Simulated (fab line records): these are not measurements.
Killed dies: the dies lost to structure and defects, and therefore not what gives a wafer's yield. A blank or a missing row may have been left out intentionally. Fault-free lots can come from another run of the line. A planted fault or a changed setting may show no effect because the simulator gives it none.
fab line records + flow sky130
record:
- lots: 12
- wafers: 36
- last_day: 50
route steps=708 shown METAL2@500 VIA2@530 METAL3@534 PAD_OPEN@708
lots that met no fault: from a run of the same line without faults
start_h: hours from the record's opening day to when the first of the lot's shown wafers began + wait_h: time in hours since the lot's previous step + " same as the row above + L1.1+2: one row covering several wafers at once + - no value, or no start given + * or withheld: withheld + < > ~ a bound
route shown NAME@n: NAME is a module with steps in the file, n the number in the route of the first one + usual: average and standard deviation across the fault-free wafers + same: alike in all rows + chamber/n: place in a boat + sites: readings site by site + _std_site: the values' standard deviation + _edge_site: outer sites' mean less inner sites' + radius_mm: how far each site lies from the wafer's centre + mask NAME#n: copy n + behind: the last tool/chamber to shape the wafer + hold: reason for holding the lot/hours on hold/outcome of the hold + device: which transistor (n, p or np) failed to switch + end of line: the same wafers' tests at the end of the route + step lacking rows: just its recipe + killed: dies that structure and defects cost at the first sort, which is not the same as the wafer's yield + map: dies across one wafer; x = killed, . = not, _ = none there
set.NAME: the setting that was run; set.NAME@STEP: the one run at that earlier step + model.NAME: the simulator's own value behind a step, which no gauge read
steps of the route over a sample of lots; a table a step, a row a wafer
services: the hour from which a tool's chamber was out of use, counted from the record's first day as start_h (under 0 if before that day), plus the number of hours and why
== steps ==
step: SKY_METAL2_DESCUM_17
recipe:
- chemistry: O2
- source_power_w: 150
- bias_power_w: 0
- pressure_mtorr: 10
- temp_c: 40
- time_s: 8
usual:
- drypump_motor_current_A: 5.6/0.39
- oes_product_au: 0.995/0.0075
| lot.wafer | tool         | chamber | start_h | wait_h | drypump_motor_current_A | oes_product_au | rf_hours_counter_h |
|-----------|--------------|---------|---------|--------|-------------------------|----------------|--------------------|
| L728.2    | rie_metal-01 | 1       | 825.20  | 0.0    | 5.8                     | 1.007          | -                  |
| L728.3    | "            | 1       | "       | "      | 5.7                     | 1.000          | -                  |
| L728.4    | "            | 1       | "       | "      | 5.7                     | 1.004          | -                  |
| L729.3    | rie_metal-02 | 1       | 837.37  | 0.0    | 5.2                     | 0.992          | -                  |
| L729.4    | "            | 0       | "       | "      | 5.8                     | 0.984          | -                  |
| L729.6    | "            | 0       | "       | "      | 5.8                     | 0.987          | -                  |
| L731.1    | rie_metal-02 | 0       | 855.59  | 0.0    | 5.8                     | 0.995          | 3                  |
| L731.3    | "            | 0       | "       | "      | 5.8                     | 0.981          | -                  |
| L731.6    | "            | 0       | "       | "      | 5.8                     | 0.985          | -                  |
| L730.1    | rie_metal-03 | 0       | 856.39  | 0.0    | 5.7                     | 0.998          | 5                  |
| L730.4    | "            | 1       | "       | "      | 6.2                     | 0.994          | -                  |
| L730.6    | "            | 0       | "       | "      | 5.7                     | 0.996          | -                  |
| L742.1    | rie_metal-01 | 0       | 927.80  | 0.0    | 4.9                     | 0.999          | 9                  |
| L742.2    | "            | 1       | "       | "      | 5.7                     | 1.007          | 2                  |
| L742.3    | "            | 1       | "       | "      | 5.7                     | 0.997          | -                  |
| L743.3    | rie_metal-01 | 0       | 938.25  | 0.0    | 4.9                     | 0.988          | -                  |
| L743.4    | "            | 1       | "       | "      | 5.7                     | 1.000          | -                  |
| L743.5    | "            | 1       | "       | "      | 5.7                     | 1.002          | -                  |
| L744.2    | rie_metal-02 | 0       | 946.84  | 0.0    | 5.8                     | 0.990          | 8                  |
| L744.3    | "            | 1       | "       | "      | 5.2                     | 1.004          | -                  |
| L744.5    | "            | 0       | "       | "      | 5.8                     | 0.983          | -                  |
| L745.2    | rie_metal-03 | 0       | 950.16  | 0.0    | 5.7                     | 0.989          | 9                  |
| L745.4    | "            | 1       | "       | "      | 6.2                     | 0.981          | -                  |
| L745.6    | "            | 1       | "       | "      | 6.2                     | 0.990          | -                  |
| L746.2    | rie_metal-03 | 1       | 961.16  | 0.0    | 6.2                     | 0.981          | 13                 |
| L746.4    | "            | 0       | "       | "      | 5.7                     | 0.993          | -                  |
| L746.6    | "            | 0       | "       | "      | 5.7                     | 0.988          | -                  |
| L747.2    | rie_metal-02 | 1       | 962.40  | 0.0    | 5.2                     | 0.997          | 1                  |
| L747.3    | "            | 0       | "       | "      | 5.8                     | 1.010          | -                  |
| L747.5    | "            | 0       | "       | "      | 5.8                     | 0.992          | -                  |
| L749.1    | rie_metal-02 | 0       | 970.64  | 0.0    | 5.8                     | 0.996          | 9                  |
| L749.3    | "            | 1       | "       | "      | 5.2                     | 0.998          | -                  |
| L749.5    | "            | 0       | "       | "      | 5.8                     | 0.988          | -                  |
| L750.1    | rie_metal-01 | 0       | 975.84  | 0.0    | 4.9                     | 1.000          | 12                 |
| L750.2    | "            | 1       | "       | "      | 5.7                     | 0.993          | 5                  |
| L750.6    | "            | 1       | "       | "      | 5.7                     | 1.011          | -                  |
step: SKY_VIA2_THK_MEAS_23
recipe:
- thk_meas_gauge: xrf
- reads: W_of_VIA2_CVD_21
usual:
- VIA2_W_THK: 433/6.8
| lot.wafer | tool          | chamber | start_h | wait_h | VIA2_W_THK[nm] |
|-----------|---------------|---------|---------|--------|----------------|
| L728.2    | film_metro-04 | -       | 854.23  | 0.1    | 434            |
| L728.3    | "             | -       | "       | "      | 423            |
| L728.4    | "             | -       | "       | "      | 435            |
| L729.3    | film_metro-02 | -       | 865.63  | 0.1    | 431            |
| L729.4    | "             | -       | "       | "      | 427            |
| L729.6    | "             | -       | "       | "      | 432            |
| L731.1    | film_metro-04 | -       | 883.61  | 0.1    | 436            |
| L731.3    | "             | -       | "       | "      | 439            |
| L731.6    | "             | -       | "       | "      | 444            |
| L730.1    | film_metro-01 | -       | 884.17  | 0.1    | 435            |
| L730.4    | "             | -       | "       | "      | 431            |
| L730.6    | "             | -       | "       | "      | 434            |
| L742.1    | film_metro-04 | -       | 955.20  | 0.1    | 434            |
| L742.2    | "             | -       | "       | "      | 424            |
| L742.3    | "             | -       | "       | "      | 431            |
| L743.3    | film_metro-04 | -       | 965.18  | 0.1    | 453            |
| L743.4    | "             | -       | "       | "      | 441            |
| L743.5    | "             | -       | "       | "      | 445            |
| L744.2    | film_metro-01 | -       | 973.42  | 0.1    | 439            |
| L744.3    | "             | -       | "       | "      | 436            |
| L744.5    | "             | -       | "       | "      | 430            |
| L745.2    | film_metro-04 | -       | 975.31  | 0.1    | 435            |
| L745.4    | "             | -       | "       | "      | 448            |
| L745.6    | "             | -       | "       | "      | 444            |
| L746.2    | film_metro-02 | -       | 987.25  | 0.1    | 425            |
| L746.4    | "             | -       | "       | "      | 425            |
| L746.6    | "             | -       | "       | "      | 430            |
| L747.2    | film_metro-04 | -       | 988.76  | 0.1    | 440            |
| L747.3    | "             | -       | "       | "      | 434            |
| L747.5    | "             | -       | "       | "      | 433            |
| L749.1    | film_metro-01 | -       | 996.66  | 0.1    | 444            |
| L749.3    | "             | -       | "       | "      | 438            |
| L749.5    | "             | -       | "       | "      | 440            |
| L750.1    | film_metro-02 | -       | 1001.29 | 0.1    | 421            |
| L750.2    | "             | -       | "       | "      | 429            |
| L750.6    | "             | -       | "       | "      | 421            |
step: SKY_METAL3_SPUTTER_02
recipe:
- material: AlCu
- target_thk_nm: 735
- power_w: 10600
- time_s: 39.1
- chamber_pressure_pa: 0.4
usual:
- throttle_valve_pct: 30.0/1
| lot.wafer | tool           | chamber | start_h | wait_h | throttle_valve_pct |
|-----------|----------------|---------|---------|--------|--------------------|
| L728.2    | pvd_sputter-02 | -       | 854.63  | 0.0    | 30.7               |
| L728.3    | "              | -       | "       | "      | 29.6               |
| L728.4    | "              | -       | "       | "      | 31.0               |
| L729.3    | pvd_sputter-03 | -       | 866.01  | 0.0    | 28.6               |
| L729.4    | "              | -       | "       | "      | 30.1               |
| L729.6    | "              | -       | "       | "      | 28.6               |
| L731.1    | pvd_sputter-03 | -       | 884.02  | 0.0    | 30.1               |
| L731.3    | "              | -       | "       | "      | 30.1               |
| L731.6    | "              | -       | "       | "      | 28.4               |
| L730.1    | pvd_sputter-03 | -       | 884.58  | 0.0    | 30.4               |
| L730.4    | "              | -       | "       | "      | 30.0               |
| L730.6    | "              | -       | "       | "      | 30.1               |
| L742.1    | pvd_sputter-02 | -       | 955.61  | 0.0    | 30.9               |
| L742.2    | "              | -       | "       | "      | 31.2               |
| L742.3    | "              | -       | "       | "      | 29.5               |
| L743.3    | pvd_sputter-04 | -       | 965.57  | 0.0    | 30.1               |
| L743.4    | "              | -       | "       | "      | 29.3               |
| L743.5    | "              | -       | "       | "      | 28.4               |
| L744.2    | pvd_sputter-04 | -       | 973.82  | 0.0    | 28.1               |
| L744.3    | "              | -       | "       | "      | 29.3               |
| L744.5    | "              | -       | "       | "      | 32.4               |
| L745.2    | pvd_sputter-03 | -       | 975.71  | 0.0    | 29.9               |
| L745.4    | "              | -       | "       | "      | 28.5               |
| L745.6    | "              | -       | "       | "      | 30.0               |
| L746.2    | pvd_sputter-03 | -       | 987.65  | 0.0    | 28.5               |
| L746.4    | "              | -       | "       | "      | 30.3               |
| L746.6    | "              | -       | "       | "      | 28.7               |
| L747.2    | pvd_sputter-02 | -       | 989.15  | 0.0    | 29.5               |
| L747.3    | "              | -       | "       | "      | 30.9               |
| L747.5    | "              | -       | "       | "      | 30.6               |
| L749.1    | pvd_sputter-03 | -       | 997.07  | 0.0    | 30.1               |
| L749.3    | "              | -       | "       | "      | 30.3               |
| L749.5    | "              | -       | "       | "      | 30.1               |
| L750.1    | pvd_sputter-04 | -       | 1001.70 | 0.0    | 32.3               |
| L750.2    | "              | -       | "       | "      | 28.2               |
| L750.6    | "              | -       | "       | "      | 32.2               |
step: SKY_METAL3_SPUTTER_03
recipe:
- material: Ti
- target_thk_nm: 5
- power_w: 3000
- time_s: 3.3
- chamber_pressure_pa: 0.4
usual:
- throttle_valve_pct: 30.0/1
| lot.wafer | tool           | chamber | start_h | wait_h | throttle_valve_pct |
|-----------|----------------|---------|---------|--------|--------------------|
| L728.2    | pvd_sputter-02 | -       | 854.66  | 0.0    | 30.8               |
| L728.3    | "              | -       | "       | "      | 29.7               |
| L728.4    | "              | -       | "       | "      | 31.4               |
| L729.3    | pvd_sputter-03 | -       | 866.05  | 0.0    | 28.3               |
| L729.4    | "              | -       | "       | "      | 30.2               |
| L729.6    | "              | -       | "       | "      | 28.7               |
| L731.1    | pvd_sputter-03 | -       | 884.05  | 0.0    | 30.1               |
| L731.3    | "              | -       | "       | "      | 30.3               |
| L731.6    | "              | -       | "       | "      | 28.6               |
| L730.1    | pvd_sputter-03 | -       | 884.62  | 0.0    | 29.8               |
| L730.4    | "              | -       | "       | "      | 30.0               |
| L730.6    | "              | -       | "       | "      | 30.1               |
| L742.1    | pvd_sputter-02 | -       | 955.65  | 0.0    | 30.6               |
| L742.2    | "              | -       | "       | "      | 31.1               |
| L742.3    | "              | -       | "       | "      | 29.5               |
| L743.3    | pvd_sputter-04 | -       | 965.61  | 0.0    | 30.0               |
| L743.4    | "              | -       | "       | "      | 29.1               |
| L743.5    | "              | -       | "       | "      | 28.0               |
| L744.2    | pvd_sputter-04 | -       | 973.85  | 0.0    | 28.0               |
| L744.3    | "              | -       | "       | "      | 29.3               |
| L744.5    | "              | -       | "       | "      | 32.3               |
| L745.2    | pvd_sputter-03 | -       | 975.74  | 0.0    | 29.9               |
| L745.4    | "              | -       | "       | "      | 28.6               |
| L745.6    | "              | -       | "       | "      | 29.9               |
| L746.2    | pvd_sputter-03 | -       | 987.69  | 0.0    | 28.4               |
| L746.4    | "              | -       | "       | "      | 30.4               |
| L746.6    | "              | -       | "       | "      | 28.5               |
| L747.2    | pvd_sputter-02 | -       | 989.19  | 0.0    | 29.7               |
| L747.3    | "              | -       | "       | "      | 31.2               |
| L747.5    | "              | -       | "       | "      | 31.0               |
| L749.1    | pvd_sputter-03 | -       | 997.11  | 0.0    | 30.4               |
| L749.3    | "              | -       | "       | "      | 29.9               |
| L749.5    | "              | -       | "       | "      | 30.1               |
| L750.1    | pvd_sputter-04 | -       | 1001.73 | 0.0    | 32.6               |
| L750.2    | "              | -       | "       | "      | 28.3               |
| L750.6    | "              | -       | "       | "      | 32.6               |
step: SKY_METAL3_METAL_ETCH_18
recipe:
- target_depth_a: 8450
- stop_on: SiO2
- over_etch_frac: 0.3
- time_s: 183.1
- chemistry: Cl2/BCl3
- resist_sidewall_deg: 88
- pressure_mtorr: 10
- icp_w: 900
- bias_w: 48.5
- Cl2_flow_sccm: 60
- bcl3_flow_sccm: 30
usual:
- drypump_motor_current_A: 5.7/0.52
- oes_product_au: 0.865/0.0057
- throttle_valve_pct: 22.264/0.0088
same:
- over_etch_frac: 0.3
| lot.wafer | tool         | chamber | start_h | wait_h | drypump_motor_current_A | oes_product_au | rf_hours_counter_h | throttle_valve_pct |
|-----------|--------------|---------|---------|--------|-------------------------|----------------|--------------------|--------------------|
| L728.2    | rie_metal-01 | 1       | 906.39  | 0.0    | 5.7                     | 0.853          | 1                  | 22.268             |
| L728.3    | "            | 1       | "       | "      | 5.8                     | 0.866          | -                  | 22.267             |
| L728.4    | "            | 0       | "       | "      | 4.9                     | 0.858          | -                  | 22.267             |
| L729.3    | rie_metal-03 | 1       | 917.54  | 0.1    | 6.2                     | 0.869          | -                  | 22.274             |
| L729.4    | "            | 0       | "       | "      | 5.7                     | 0.880          | -                  | 22.267             |
| L729.6    | "            | 0       | "       | "      | 5.7                     | 0.868          | -                  | 22.264             |
| L731.1    | rie_metal-01 | 1       | 934.86  | 0.0    | 5.7                     | 0.862          | 3                  | 22.251             |
| L731.3    | "            | 1       | "       | "      | 5.7                     | 0.863          | -                  | 22.253             |
| L731.6    | "            | 1       | "       | "      | 5.7                     | 0.866          | -                  | 22.263             |
| L730.1    | rie_metal-04 | 1       | 935.84  | 0.0    | 6.0                     | 0.582          | 10                 | 22.261             |
| L730.4    | "            | 1       | "       | "      | 6.0                     | 0.584          | -                  | 22.265             |
| L730.6    | "            | 0       | "       | "      | 6.5                     | 0.869          | -                  | 22.259             |
| L742.1    | rie_metal-01 | 1       | 1004.04 | 0.0    | 5.7                     | 0.870          | 7                  | 22.253             |
| L742.2    | "            | 0       | "       | "      | 4.9                     | 0.868          | 14                 | 22.256             |
| L742.3    | "            | 1       | "       | "      | 5.7                     | 0.868          | -                  | 22.267             |
| L743.3    | rie_metal-03 | 0       | 1013.02 | 0.1    | 5.7                     | 0.855          | -                  | 22.257             |
| L743.4    | "            | 1       | "       | "      | 6.2                     | 0.859          | -                  | 22.271             |
| L743.5    | "            | 0       | "       | "      | 5.7                     | 0.858          | -                  | 22.265             |
| L744.2    | rie_metal-03 | 1       | 1020.66 | 0.0    | 6.2                     | 0.860          | 16                 | 22.262             |
| L744.3    | "            | 1       | "       | "      | 6.2                     | 0.863          | -                  | 22.261             |
| L744.5    | "            | 0       | "       | "      | 5.7                     | 0.857          | -                  | 22.262             |
| L745.2    | rie_metal-01 | 1       | 1022.76 | 0.0    | 5.7                     | 0.863          | 8                  | 22.260             |
| L745.4    | "            | 1       | "       | "      | 5.7                     | 0.869          | -                  | 22.258             |
| L745.6    | "            | 1       | "       | "      | 5.7                     | 0.868          | -                  | 22.255             |
| L746.2    | rie_metal-04 | 0       | 1034.81 | 0.0    | 6.5                     | 0.867          | 7                  | 22.240             |
| L746.4    | "            | 0       | "       | "      | 6.5                     | 0.865          | -                  | 22.274             |
| L746.6    | "            | 1       | "       | "      | 6.0                     | 0.873          | -                  | 22.265             |
| L747.2    | rie_metal-03 | 1       | 1036.88 | 0.0    | 6.2                     | 0.867          | 17                 | 22.270             |
| L747.3    | "            | 0       | "       | "      | 5.7                     | 0.867          | -                  | 22.263             |
| L747.5    | "            | 0       | "       | "      | 5.7                     | 0.867          | -                  | 22.260             |
| L749.1    | rie_metal-01 | 1       | 1044.30 | 0.0    | 5.7                     | 0.873          | 10                 | 22.265             |
| L749.3    | "            | 1       | "       | "      | 5.7                     | 0.867          | -                  | 22.261             |
| L749.5    | "            | 1       | "       | "      | 5.7                     | 0.858          | -                  | 22.258             |
| L750.1    | rie_metal-01 | 0       | 1048.38 | 0.0    | 4.9                     | 0.868          | 17                 | 22.256             |
| L750.2    | "            | 1       | "       | "      | 5.7                     | 0.866          | 10                 | 22.282             |
| L750.6    | "            | 1       | "       | "      | 5.7                     | 0.862          | -                  | 22.250             |
step: SKY_PAD_OPEN_PROBE_99
usual:
- defect_limited_yield: 82.4/1.9
- killed_at_M0_to_M3: 43/7.5
- killed_at_M4_up: 3.3/1.9
- killed_at_contacts: 24/4.6
- killed_at_front_end: 16/4.9
- killed_at_other: 0.2/0.46
- killed_dies: 87/9.1
- killed_open: 47/7.4
- killed_short: 39/6.6
same:
- gross_dies: 492
- killed_at_back_side: 0
| lot.wafer | tool      | chamber | start_h | wait_h | defect_limited_yield[%] | killed_at_M0_to_M3 | killed_at_M4_up | killed_at_contacts | killed_at_front_end | killed_at_other | killed_dies | killed_open | killed_short |
|-----------|-----------|---------|---------|--------|-------------------------|--------------------|-----------------|--------------------|---------------------|-----------------|-------------|-------------|--------------|
| L742.1    | prober-01 | -       | 1158.31 | 0.1    | 81.7                    | 37                 | 7               | 27                 | 18                  | 1               | 90          | 52          | 38           |
| L742.2    | prober-01 | -       | 1158.36 | 0.1    | 81.1                    | 54                 | 3               | 23                 | 12                  | 1               | 93          | 55          | 37           |
| L742.3    | prober-01 | -       | 1158.41 | 0.2    | 83.9                    | 41                 | 2               | 24                 | 12                  | 0               | 79          | 48          | 31           |
| L743.3    | prober-02 | -       | 1164.76 | 0.2    | 79.1                    | 57                 | 1               | 27                 | 18                  | 0               | 103         | 64          | 39           |
| L743.4    | prober-02 | -       | 1164.81 | 0.2    | 80.9                    | 50                 | 0               | 31                 | 13                  | 0               | 94          | 50          | 44           |
| L743.5    | prober-02 | -       | 1164.86 | 0.2    | 80.1                    | 53                 | 2               | 26                 | 17                  | 0               | 98          | 51          | 46           |
| L746.2    | prober-01 | -       | 1181.35 | 0.1    | 85.8                    | 37                 | 2               | 20                 | 10                  | 1               | 70          | 45          | 25           |
| L746.4    | prober-01 | -       | 1181.45 | 0.2    | 84.3                    | 40                 | 0               | 28                 | 9                   | 0               | 77          | 47          | 30           |
| L746.6    | prober-01 | -       | 1181.55 | 0.2    | 82.9                    | 40                 | 1               | 30                 | 13                  | 0               | 84          | 44          | 40           |
| L747.2    | prober-01 | -       | 1183.96 | 0.1    | 81.1                    | 44                 | 2               | 28                 | 19                  | 0               | 93          | 52          | 41           |
| L747.3    | prober-01 | -       | 1184.01 | 0.2    | 82.9                    | 44                 | 2               | 21                 | 17                  | 0               | 84          | 53          | 31           |
| L747.5    | prober-01 | -       | 1184.11 | 0.2    | 84.3                    | 30                 | 2               | 23                 | 22                  | 0               | 77          | 34          | 43           |
| L749.1    | prober-02 | -       | 1189.38 | 0.1    | 81.7                    | 52                 | 3               | 20                 | 14                  | 1               | 90          | 48          | 42           |
| L749.3    | prober-02 | -       | 1189.48 | 0.2    | 81.7                    | 44                 | 1               | 28                 | 17                  | 0               | 90          | 49          | 41           |
| L749.5    | prober-02 | -       | 1189.58 | 0.2    | 81.1                    | 47                 | 3               | 24                 | 19                  | 0               | 93          | 50          | 43           |
killed by level:class
L742.1 VIA1:geometric_particle:open=13 CONTACT:geometric_particle:open=9 LI_CONTACT:geometric_particle:open=8 VIA1:geometric_particle:short=7 CONTACT:geometric_particle:short=5 FIELD_ISO:geometric_particle:open=4 FIELD_ISO:geometric_particle:short=4 POLY_GATE:geometric_particle:open=4
L742.2 VIA1:geometric_particle:open=13 VIA2:geometric_particle:open=10 VIA3:geometric_particle:open=9 LI_CONTACT:geometric_particle:open=8 CONTACT:geometric_particle:open=6 METAL2:geometric_particle:short=6 VIA2:geometric_particle:short=5 POLY_GATE:geometric_particle:short=4
L742.3 LI_CONTACT:geometric_particle:open=8 VIA3:geometric_particle:open=8 VIA2:geometric_particle:open=7 CONTACT:geometric_particle:open=6 VIA1:geometric_particle:open=6 METAL2:geometric_particle:short=5 FIELD_ISO:geometric_particle:short=4 LOCAL_INTERCONNECT:geometric_particle:short=4
L743.3 VIA1:geometric_particle:open=16 VIA3:geometric_particle:open=11 CONTACT:geometric_particle:open=9 LI_CONTACT:geometric_particle:open=8 METAL2:geometric_particle:short=6 FIELD_ISO:geometric_particle:open=5 CONTACT:geometric_particle:short=5 VIA1:geometric_particle:short=5
L743.4 CONTACT:geometric_particle:open=11 VIA1:geometric_particle:open=10 POLY_GATE:geometric_particle:short=7 LI_CONTACT:geometric_particle:open=7 VIA2:geometric_particle:open=7 METAL2:geometric_particle:short=6 VIA3:geometric_particle:short=6 LI_CONTACT:geometric_particle:short=5
L743.5 CONTACT:geometric_particle:open=11 VIA3:geometric_particle:open=10 VIA1:geometric_particle:open=9 METAL2:geometric_particle:short=7 VIA1:geometric_particle:short=6 CONTACT:geometric_particle:short=6 VIA2:geometric_particle:short=6 VIA2:geometric_particle:open=6
L746.2 VIA2:geometric_particle:open=10 CONTACT:geometric_particle:open=7 VIA1:geometric_particle:open=7 VIA3:geometric_particle:open=5 POLY_GATE:geometric_particle:open=4 CONTACT:geometric_particle:short=4 METAL2:geometric_particle:open=4 METAL2:geometric_particle:short=4
L746.4 CONTACT:geometric_particle:open=11 LI_CONTACT:geometric_particle:open=9 VIA1:geometric_particle:open=8 VIA3:geometric_particle:open=6 METAL2:geometric_particle:short=6 VIA2:geometric_particle:open=6 CONTACT:geometric_particle:short=5 VIA1:geometric_particle:short=5
L746.6 CONTACT:geometric_particle:open=13 VIA3:geometric_particle:open=9 METAL2:geometric_particle:short=9 CONTACT:geometric_particle:short=7 VIA1:geometric_particle:open=6 FIELD_ISO:geometric_particle:open=5 FIELD_ISO:geometric_particle:short=4 LI_CONTACT:geometric_particle:short=4
L747.2 CONTACT:geometric_particle:open=16 VIA1:geometric_particle:open=10 VIA2:geometric_particle:short=7 METAL2:geometric_particle:short=6 FIELD_ISO:geometric_particle:short=5 LI_CONTACT:geometric_particle:open=5 METAL1:geometric_particle:short=4 VIA3:geometric_particle:open=4
L747.3 VIA1:geometric_particle:open=12 LI_CONTACT:geometric_particle:open=7 VIA3:geometric_particle:open=7 VIA2:geometric_particle:open=7 CONTACT:geometric_particle:open=6 FIELD_ISO:geometric_particle:short=5 FIELD_ISO:geometric_particle:open=4 METAL2:geometric_particle:open=4
L747.5 POLY_GATE:geometric_particle:short=10 CONTACT:geometric_particle:open=10 METAL2:geometric_particle:short=5 FIELD_ISO:geometric_particle:short=4 FIELD_ISO:geometric_particle:open=4 LI_CONTACT:geometric_particle:open=4 CONTACT:geometric_particle:short=4 VIA1:geometric_particle:short=4
L749.1 VIA1:geometric_particle:open=14 LI_CONTACT:geometric_particle:open=8 METAL1:geometric_particle:short=8 CONTACT:geometric_particle:open=6 VIA1:geometric_particle:short=6 VIA2:geometric_particle:open=5 METAL2:geometric_particle:short=5 VIA3:geometric_particle:short=5
L749.3 VIA1:geometric_particle:open=12 LI_CONTACT:geometric_particle:open=7 METAL1:geometric_particle:short=7 LI_CONTACT:geometric_particle:short=6 CONTACT:geometric_particle:open=6 METAL2:geometric_particle:short=6 FIELD_ISO:geometric_particle:open=5 CONTACT:geometric_particle:short=5
L749.5 VIA1:geometric_particle:open=11 LI_CONTACT:geometric_particle:open=8 VIA1:geometric_particle:short=7 VIA3:geometric_particle:open=7 FIELD_ISO:geometric_particle:open=6 CONTACT:geometric_particle:open=6 POLY_GATE:geometric_particle:short=5 METAL2:geometric_particle:short=5
== services ==
| tool           | chamber | start_h | hours | kind                   |
|----------------|---------|---------|-------|------------------------|
| rie_metal-01   | -       | 809.35  | 2.8   | pm                     |
| pvd_sputter-02 | -       | 825.14  | 1.9   | repair                 |
| pvd_sputter-03 | -       | 825.22  | 0.8   | repair                 |
| pvd_sputter-02 | -       | 858.25  | 2.8   | repair                 |
| rie_metal-01   | 1       | 860.93  | -     | clean                  |
| rie_metal-01   | 1       | 860.93  | 18.2  | scheduled_down         |
| rie_metal-01   | 1       | 860.93  | 18.2  | vent_cycle             |
| pvd_sputter-03 | 0       | 862.26  | -     | consumable_replace:kit |
| pvd_sputter-03 | 0       | 862.26  | 18.0  | scheduled_down         |
| pvd_sputter-03 | 0       | 862.26  | 18.0  | vent_cycle             |
| pvd_sputter-02 | -       | 872.79  | 3.7   | repair                 |
| rie_metal-01   | 0       | 877.50  | 3.4   | repair                 |
| rie_metal-01   | -       | 883.99  | 6.0   | repair                 |
| rie_metal-04   | 0       | 893.01  | 4.3   | repair                 |
| pvd_sputter-02 | 0       | 921.81  | -     | consumable_replace:kit |
| pvd_sputter-02 | 0       | 921.81  | 18.0  | scheduled_down         |
| pvd_sputter-02 | 0       | 921.81  | 18.0  | vent_cycle             |
| rie_metal-04   | -       | 928.31  | 0.4   | repair                 |
| pvd_sputter-03 | -       | 939.05  | 2.1   | repair                 |
| rie_metal-04   | 1       | 953.63  | 8.5   | repair                 |
| rie_metal-04   | -       | 1006.17 | 2.8   | pm                     |
| pvd_sputter-02 | -       | 1034.39 | 1.2   | repair                 |
| rie_metal-03   | -       | 1038.52 | 28.1  | pm                     |
| pvd_sputter-03 | -       | 1044.18 | 1.0   | repair                 |
== key ==
first_sign:
- step: SKY_METAL3_METAL_ETCH_18
- reading: oes_product_au
- direction: down
- sigmas: 50
- usual: 0.865
- struck: 0.583
effect none on later readings
met_at SKY_METAL3_SPUTTER_02
struck_lots L730
struck_wafers L730.1,L730.4
not_acting_at SKY_METAL2_DESCUM_17,SKY_VIA2_THK_MEAS_23,SKY_METAL3_SPUTTER_03
onset_between 884.02 884.58
fault:
- kind: process_parameter_drift
- tool: pvd_sputter-03
- chamber: -
- onset_h: 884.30
- steps: SKY_METAL3_SPUTTER_02
- channel: target_thk_nm
- offset: -495.98
- shape: step
- end_h: 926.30
- scope: struck_wafers_only
- acts_in: these_recipes_only
- stated: 735
